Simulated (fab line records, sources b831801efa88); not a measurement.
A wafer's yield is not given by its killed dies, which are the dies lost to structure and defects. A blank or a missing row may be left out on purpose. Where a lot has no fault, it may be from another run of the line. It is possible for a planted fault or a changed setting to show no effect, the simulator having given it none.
Which tool is to blame? || flow sky130 || 21 wafers sampled from 7 lots at 1 step of a route of 708

WHAT THE GAUGES SHOWED, per wafer
SKY_LI_CONTACT_THK_MEAS_23: measures by xrf.
{"lot": "L681", "measured": "day 29 17:49", "on": "film-metro-04", "LI_CONTACT_W_THK (nm)": "392 395 390"}
{"lot": "L684", "measured": "day 30 08:37", "on": "film-metro-01", "LI_CONTACT_W_THK (nm)": "383 389 388"}
{"lot": "L686", "measured": "day 31 10:37", "on": "film-metro-04", "LI_CONTACT_W_THK (nm)": "403 391 399"}
{"lot": "L689", "measured": "day 32 09:13", "on": "film-metro-03", "LI_CONTACT_W_THK (nm)": "391 387 398"}
{"lot": "L695", "measured": "day 34 07:21", "on": "film-metro-04", "LI_CONTACT_W_THK (nm)": "385 386 397"}
{"lot": "L697", "measured": "day 34 21:42", "on": "film-metro-03", "LI_CONTACT_W_THK (nm)": "390 388 391"}
{"lot": "L702", "measured": "day 36 10:49", "on": "film-metro-01", "LI_CONTACT_W_THK (nm)": "390 389 390"}

WHICH TOOL RAN EACH LOT (tool, then ch and the chambers of the sampled wafers, then the start)
The record holds no process step before these readings.

THE ANSWER, worked out from the rows above alone
Rule: the usual values come from the lots themselves. Put in order of their means at a reading, lots are off if they are a third of the lots or fewer, leave a main group of 4 or more, and stand apart from it by a gap of 3 or more times the standard deviation of the main group's means; of several such gaps the widest counts. A main group is skipped when, at the precision printed for the reading in the tables above, its means are all equal. A lot without any number at a reading at which 4 lots or more have one is off too. Where the step has rows for the other lots, those lots are counted as sound.
None of the lots is off at any reading shown; this tells nothing.

WHAT HAD BEEN PUT IN BY THE SIMULATOR
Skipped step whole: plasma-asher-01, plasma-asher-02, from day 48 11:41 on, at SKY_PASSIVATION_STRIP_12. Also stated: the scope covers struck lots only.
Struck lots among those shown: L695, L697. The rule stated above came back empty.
